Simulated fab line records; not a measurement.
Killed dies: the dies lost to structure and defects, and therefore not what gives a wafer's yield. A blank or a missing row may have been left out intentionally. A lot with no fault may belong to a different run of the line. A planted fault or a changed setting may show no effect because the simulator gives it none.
Code-filled problem report in 8D (eight disciplines) form	flow gf180mcu	the parts of the form that need people (team, actions taken, sign-off) are left out

== 1. WHAT IS WRONG ==
At GF_V5_ETCH_16, chamber pressure mTorr averages 36.011 mTorr over 2 wafers from 2 lots, while fault-free wafers read 30.004 mTorr, standard deviation 0.026. That is +99 or more standard deviations from the usual mean.
The step: etches BARC in N2/H2.
Seen first at day 32 03:24 on rie diel-03, wafer L291.6. At this step, 36 wafers from 12 lots have a number in the record. By rule, "out" or "out of limits" means more than 4 standard deviations away from the usual mean. Any other wafer with a number is counted as sound.

== 2. WHAT IT IS AND WHAT IT IS NOT ==
question	is	is not
which readings at this step	chamber pressure mTorr	drypump motor current A, oes product au, throttle valve pct
which lots	L291, L295	L276, L277, L278, L279, L281, L283, L285, L287, L292, L296
which wafers of those lots	L291.6, L295.3	L291.1, L291.4, L295.2, L295.6
read on which tools	rie diel-03	rie diel-01, rie diel-04
when	from day 32 03:24	up to then (26 sound wafers); but 8 sound wafers of L292, L295, L296 came after

== 3. SUSPECTS, AND WHAT RULES EACH OUT ==
Counting: if a tool at a process step up to the reading ran every lot that is out, it stays a suspect. Sound lots after the first of them don't rule it out here, since some wafers of a struck lot are sound.
- cmp-02 at GF_V4_CMP_26 (polishes, stops on SiO2, t overpolish 15 s, target thk 0 nm): kept. It ran every lot that is out, first L291 (day 29 18:57); its last sound lot up to then is L285 (day 27 12:56).
- rie diel-03 at GF_V5_ETCH_16 (etches BARC in N2/H2): kept. It ran every lot that is out, first L291 (day 32 03:24); its last sound lot up to then is L285 (day 29 12:54). On those wafers its own readings are out: chamber pressure mTorr.
- In rie diel-03 at GF_V5_ETCH_16, the wafers that are out were processed in chamber 3 and their sound lot-mates in chambers 0, 1, 2.
Remaining after the count are cmp-02 at GF_V4_CMP_26 and rie diel-03 at GF_V5_ETCH_16.

== 4. THE CAUSE (what the simulator had put in) ==
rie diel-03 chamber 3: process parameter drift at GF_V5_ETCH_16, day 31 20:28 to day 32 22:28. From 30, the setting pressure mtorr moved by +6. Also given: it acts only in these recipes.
This tool is one of the 2 suspects left after counting.

== 5. SEQUENCE OF EFFECTS, ordered by route ==
One row per reading whose mean, taken over the struck wafers that have a number, lies over 3 standard deviations from the usual. Readings are gone through only where the record gives a usual standard deviation; hours: the median, over the lots, of the time from a lot's start at the first step in this table giving one to that lot's start at this step; sigmas: the change measured in usual standard deviations.
hours	step	reading	usual	on struck wafers	change	sigmas
0	GF_V5_ETCH_16	chamber pressure mTorr	30.004 mTorr	36.011	+6.007	+99 or more
Its process steps:
- GF_V5_ETCH_16: etches BARC in N2/H2.

== 6. HOW IT WOULD HAVE BEEN CAUGHT EARLIER ==
The fault began at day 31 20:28; the first out-of-limits reading in this record came at day 32 03:24, 7 hours later.
